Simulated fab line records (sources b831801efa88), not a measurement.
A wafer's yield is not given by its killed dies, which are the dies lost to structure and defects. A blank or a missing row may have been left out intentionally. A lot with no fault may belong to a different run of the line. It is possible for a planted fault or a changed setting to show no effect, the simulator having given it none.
Which of the tools did it? + flow sky130 + 15 lots, 43 wafers sampled, at 6 steps of a route of 708

== WHAT THE GAUGES READ, wafer by wafer ==
SKY_VT_ADJUST_HVTR_OVL_MEAS_08.
| lot  | measured     | on         | VT_ADJUST_HVTR_OVL (nm) |
|------|--------------|------------|-------------------------|
| L784 | day 9 11:59  | overlay-01 | 0.5 0.6 -1.0            |
| L785 | day 9 21:09  | overlay-02 | -0.4 -0.4 -0.1          |
| L786 | day 10 02:13 | overlay-02 | 1.0 0.7 2.0             |
| L787 | day 10 11:11 | overlay-02 | 1.7 0.6 1.5             |
| L788 | day 10 16:17 | overlay-02 | 1.4 2.0 0.2             |
| L789 | day 11 14:30 | overlay-02 | 3.7 2.5 1.2             |
| L790 | day 12 06:23 | overlay-02 | -2.6 -1.5 -1.5          |
| L792 | day 12 17:12 | overlay-02 | 0.5 1.4 0.4             |
| L791 | day 12 17:53 | overlay-02 | 3.0 2.6 1.4             |
| L793 | day 12 21:11 | overlay-02 | 2.0 -0.6 1.3            |
| L795 | day 14 04:11 | overlay-02 | 1.2 -0.2 -0.2           |
| L796 | day 14 05:59 | overlay-02 | 0.4 2.1 1.7             |
| L798 | day 14 12:29 | overlay-02 | -0.6 -0.6               |
| L800 | day 14 20:18 | overlay-02 | -0.7 -0.3               |
| L805 | day 16 05:30 | overlay-02 | -1.9 -2.0 -1.4          |

SKY_SONOS_TUNNEL_CD_MEAS_07 targets a cd of 410 nm.
| lot  | measured     | on        | cd nm (nm)        |
|------|--------------|-----------|-------------------|
| L784 | day 11 08:41 | cd sem-02 | 410.5 409.1 408.1 |
| L785 | day 11 18:25 | cd sem-02 | 409.5 413.3 411.8 |
| L786 | day 12 00:50 | cd sem-01 | 409.9 411.6 412.2 |
| L787 | day 12 08:50 | cd sem-02 | 415.5 413.7 413.8 |
| L788 | day 12 15:32 | cd sem-02 | 410.3 409.6 411.2 |
| L789 | day 13 15:07 | cd sem-01 | 409.7 411.6 413.1 |
| L790 | day 14 08:37 | cd sem-01 | 411.9 409.0 412.1 |
| L792 | day 15 00:40 | cd sem-01 | 408.7 407.7 408.3 |
| L791 | day 15 01:00 | cd sem-01 | 409.4 410.6 408.7 |
| L793 | day 15 03:14 | cd sem-01 | 411.0 409.6 409.6 |
| L795 | day 15 11:09 | cd sem-01 | 411.4 410.9 412.7 |
| L796 | day 16 05:05 | cd sem-01 | 411.0 410.7 408.9 |
| L798 | day 16 18:47 | cd sem-01 | 411.4 409.9       |
| L800 | day 17 03:58 | cd sem-02 | 412.5 410.6       |
| L805 | day 18 17:53 | cd sem-01 | 411.9 409.8 412.1 |

SKY_CONTACT_THK_MEAS_03.
| lot  | measured     | on            | CONTACT_HDPCVD_THK (nm) |
|------|--------------|---------------|-------------------------|
| L784 | day 30 22:13 | film metro-04 | 570 568 554             |
| L785 | day 31 00:08 | film metro-01 | 556 576 552             |
| L786 | day 32 04:07 | film metro-03 | 566 557 558             |
| L787 | day 32 04:47 | film metro-01 | 565 565 551             |
| L788 | day 32 02:43 | film metro-01 | 571 550 556             |
| L789 | day 33 12:46 | film metro-04 | 543 567 566             |
| L790 | day 33 12:01 | film metro-04 | 568 558 552             |
| L792 | day 34 04:55 | film metro-01 | 548 549 559             |
| L791 | day 34 08:13 | film metro-04 | 565 567 554             |
| L793 | day 34 15:07 | film metro-01 | 558 558 566             |
| L795 | day 34 15:50 | film metro-01 | 546 563 571             |
| L796 | day 35 13:13 | film metro-04 | 571 570 562             |
| L798 | day 35 19:17 | film metro-04 | 561 572 561 572         |
| L800 | day 36 02:03 | film metro-04 | 560 572                 |
| L805 | day 37 17:40 | film metro-04 | 570 556 561             |

== WHAT TOOL EACH LOT RAN ON (gives the tool, then ch and the chambers of the sampled wafers, and finally the start) ==
| lot  | SKY_GATE_OXIDE_STRIP_13              | SKY_POLY_GATE_ETCH_15              | SKY_POLY_GATE_STRIP_18               |
|------|--------------------------------------|------------------------------------|--------------------------------------|
| L784 | plasma asher-02 ch 0,1, day 14 06:10 | rie diel-03 ch 2,3, day 16 20:44   | plasma asher-02 ch 0,1, day 16 20:58 |
| L785 | plasma asher-02 ch 0,1, day 14 07:32 | rie diel-01 ch 0,3, day 16 20:58   | plasma asher-03 ch 0,1, day 16 21:14 |
| L786 | plasma asher-03 ch 0,1, day 15 12:20 | rie diel-01 ch 0,3, day 18 04:10   | plasma asher-03 ch 0,1, day 18 04:24 |
| L787 | plasma asher-02 ch 0,1, day 15 12:13 | rie diel-03 ch 0,3, day 18 04:14   | plasma asher-01 ch 0,1, day 18 04:28 |
| L788 | plasma asher-03 ch 0,1, day 15 12:38 | rie diel-02 ch 1,2,3, day 18 03:14 | plasma asher-01 ch 0,1, day 18 03:28 |
| L789 | plasma asher-02 ch 0,1, day 16 21:59 | rie diel-03 ch 0,3, day 19 17:43   | plasma asher-01 ch 0,1, day 19 17:57 |
| L790 | plasma asher-02 ch 0,1, day 16 23:05 | rie diel-01 ch 0,2, day 19 17:50   | plasma asher-02 ch 0,1, day 19 18:04 |
| L792 | plasma asher-03 ch 0,1, day 17 17:22 | rie diel-03 ch 2,3, day 20 14:58   | plasma asher-02 ch 0,1, day 20 15:13 |
| L791 | plasma asher-03 ch 0,1, day 17 21:24 | rie diel-03 ch 0,1,2, day 20 18:10 | plasma asher-01 ch 0,1, day 20 18:27 |
| L793 | plasma asher-04 ch 0,1, day 17 21:28 | rie diel-03 ch 0,1,2, day 20 19:40 | plasma asher-02 ch 0,1, day 20 19:55 |
| L795 | plasma asher-03 ch 0,1, day 18 03:20 | rie diel-02 ch 0,3, day 20 23:36   | plasma asher-01 ch 0,1, day 20 23:50 |
| L796 | plasma asher-02 ch 0,1, day 19 03:59 | rie diel-03 ch 0,3, day 22 01:07   | plasma asher-01 ch 0,1, day 22 01:22 |
| L798 | plasma asher-04 ch 1, day 19 17:16   | rie diel-03 ch 0,1, day 22 12:10   | plasma asher-02 ch 0,1, day 22 12:26 |
| L800 | plasma asher-02 ch 0,1, day 20 00:40 | rie diel-03 ch 1,2, day 22 19:04   | plasma asher-03 ch 0,1, day 22 19:19 |
| L805 | plasma asher-04 ch 0,1, day 21 17:09 | rie diel-01 ch 2,3, day 24 10:40   | plasma asher-03 ch 0,1, day 24 10:56 |
- SKY_GATE_OXIDE_STRIP_13: strips in O2/N2.
- SKY_POLY_GATE_ETCH_15: etches BARC in N2/H2, stops on SiO2, time 118.5 s, target depth 110 nm.
- SKY_POLY_GATE_STRIP_18: strips in O2/N2.

== WHAT THE TOOLS THEMSELVES READ (means of the sampled wafers that have a number; where no wafer has one, the mark that the record gives instead) ==
SKY_GATE_OXIDE_STRIP_13.
| lot  | tool            | drypump motor current A (A) | oes product au (a.u.) | strip time to endpoint s (s) |
|------|-----------------|-----------------------------|-----------------------|------------------------------|
| L784 | plasma asher-02 | 5.4                         | 0.715                 | 14.21                        |
| L785 | plasma asher-02 | 5.4                         | 0.717                 | 14.19                        |
| L786 | plasma asher-03 | 5.9                         | 0.716                 | 14.15                        |
| L787 | plasma asher-02 | 5.4                         | 0.717                 | 14.21                        |
| L788 | plasma asher-03 | 5.9                         | 0.712                 | 14.20                        |
| L789 | plasma asher-02 | 5.4                         | 0.714                 | 14.19                        |
| L790 | plasma asher-02 | 5.4                         | 0.722                 | 14.20                        |
| L792 | plasma asher-03 | 5.8                         | 0.721                 | 14.17                        |
| L791 | plasma asher-03 | 5.9                         | 0.711                 | 14.14                        |
| L793 | plasma asher-04 | 6.2                         | 0.717                 | 14.18                        |
| L795 | plasma asher-03 | 5.8                         | 0.717                 | 14.21                        |
| L796 | plasma asher-02 | 5.4                         | 0.714                 | 14.17                        |
| L798 | plasma asher-04 | 5.4                         | 0.718                 | 14.19                        |
| L800 | plasma asher-02 | 5.4                         | 0.716                 | 14.13                        |
| L805 | plasma asher-04 | 5.8                         | 0.717                 | 14.18                        |

SKY_POLY_GATE_ETCH_15.
| lot  | tool        | drypump motor current A (A) | oes product au (a.u.) | run length s (s) | throttle valve pct (%) |
|------|-------------|-----------------------------|-----------------------|------------------|------------------------|
| L784 | rie diel-03 | 5.4                         | 0.717                 | 146.9            | 13.212                 |
| L785 | rie diel-01 | 5.4                         | 0.719                 | 147.6            | 13.212                 |
| L786 | rie diel-01 | 5.9                         | 0.718                 | 147.3            | 13.210                 |
| L787 | rie diel-03 | 6.1                         | 0.715                 | 146.7            | 13.216                 |
| L788 | rie diel-02 | 5.3                         | 0.717                 | 146.8            | 13.216                 |
| L789 | rie diel-03 | 5.9                         | 0.722                 | 146.5            | 13.213                 |
| L790 | rie diel-01 | 6.5                         | 0.714                 | 146.9            | 13.218                 |
| L792 | rie diel-03 | 5.4                         | 0.720                 | 147.1            | 13.216                 |
| L791 | rie diel-03 | 5.5                         | 0.713                 | 146.9            | 13.214                 |
| L793 | rie diel-03 | 5.5                         | 0.716                 | 146.9            | 13.209                 |
| L795 | rie diel-02 | 5.3                         | 0.715                 | 147.0            | 13.221                 |
| L796 | rie diel-03 | 5.8                         | 0.691                 | 155.4            | 13.217                 |
| L798 | rie diel-03 | 5.8                         | 0.661                 | 172.6            | 13.197                 |
| L800 | rie diel-03 | 5.5                         | 0.685                 | 159.6            | 13.201                 |
| L805 | rie diel-01 | 5.4                         | 0.714                 | 147.1            | 13.206                 |

SKY_POLY_GATE_STRIP_18.
| lot  | tool            | drypump motor current A (A) | oes product au (a.u.) | strip time to endpoint s (s) |
|------|-----------------|-----------------------------|-----------------------|------------------------------|
| L784 | plasma asher-02 | 5.38                        | 0.363                 | 3.11                         |
| L785 | plasma asher-03 | 5.78                        | 0.360                 | 3.19                         |
| L786 | plasma asher-03 | 5.74                        | 0.362                 | 3.16                         |
| L787 | plasma asher-01 | 5.78                        | 0.356                 | 3.10                         |
| L788 | plasma asher-01 | 5.78                        | 0.357                 | 3.19                         |
| L789 | plasma asher-01 | 5.83                        | 0.358                 | 3.11                         |
| L790 | plasma asher-02 | 5.39                        | 0.359                 | 3.14                         |
| L792 | plasma asher-02 | 5.39                        | 0.360                 | 3.07                         |
| L791 | plasma asher-01 | 5.84                        | 0.354                 | 3.08                         |
| L793 | plasma asher-02 | 5.43                        | 0.360                 | 3.07                         |
| L795 | plasma asher-01 | 5.83                        | 0.360                 | 3.18                         |
| L796 | plasma asher-01 | 5.83                        | 0.354                 | 3.00                         |
| L798 | plasma asher-02 | 5.44                        | 0.350                 | 2.88                         |
| L800 | plasma asher-03 | 5.81                        | 0.353                 | 3.00                         |
| L805 | plasma asher-03 | 5.74                        | 0.365                 | 3.19                         |

== THE ANSWER, worked out from the rows above alone ==
Rule: the lots themselves supply what counts as usual. Put in order of their means at a reading, lots are off if they are a third of the lots or fewer, leave a main group of 4 or more, and stand apart from it by a gap of 3 or more times the standard deviation of the main group's means; of several such gaps the widest counts. If all means in a main group match to the digits the tables above print for the reading, that group is not used. A lot without any number at a reading at which 4 lots or more have one is off too. Any other lot the step has rows for is counted as sound. After the gauges, taken in route order, come the tools' own readings; for these a lot's mean is taken, as printed above. The first step at which some lot is off is used, and at that step the reading that is off furthest; a lot without a number counts as furthest.
Off: L796, L798, L800 (SKY_POLY_GATE_ETCH_15, run length s). The main group: mean 147.0 s, standard deviation 0.27.
If a tool, at that step or one of the process steps before it, ran each lot that is off and ran no sound lot following the first of them, it fits. One fits: SKY_POLY_GATE_ETCH_15 on rie diel-03. A fault onset in the window from L793 (day 20 19:40, its last sound lot) to L796 (day 22 01:07, its first lot off) fits.
The tool's own readings at SKY_POLY_GATE_ETCH_15 bear it out: on the lots that are off they differ by more than 5 times the standard deviation of the sound lots' means. oes product au reads 0.679 a.u. there against 0.717 a.u. on the sound lots; run length s reads 162.5 s there against 147.0 s on the sound lots.

== WHAT THE SIMULATOR HAD INSERTED ==
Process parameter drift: rie diel-03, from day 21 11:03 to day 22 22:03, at SKY_POLY_GATE_ETCH_15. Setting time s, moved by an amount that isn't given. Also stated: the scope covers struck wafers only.
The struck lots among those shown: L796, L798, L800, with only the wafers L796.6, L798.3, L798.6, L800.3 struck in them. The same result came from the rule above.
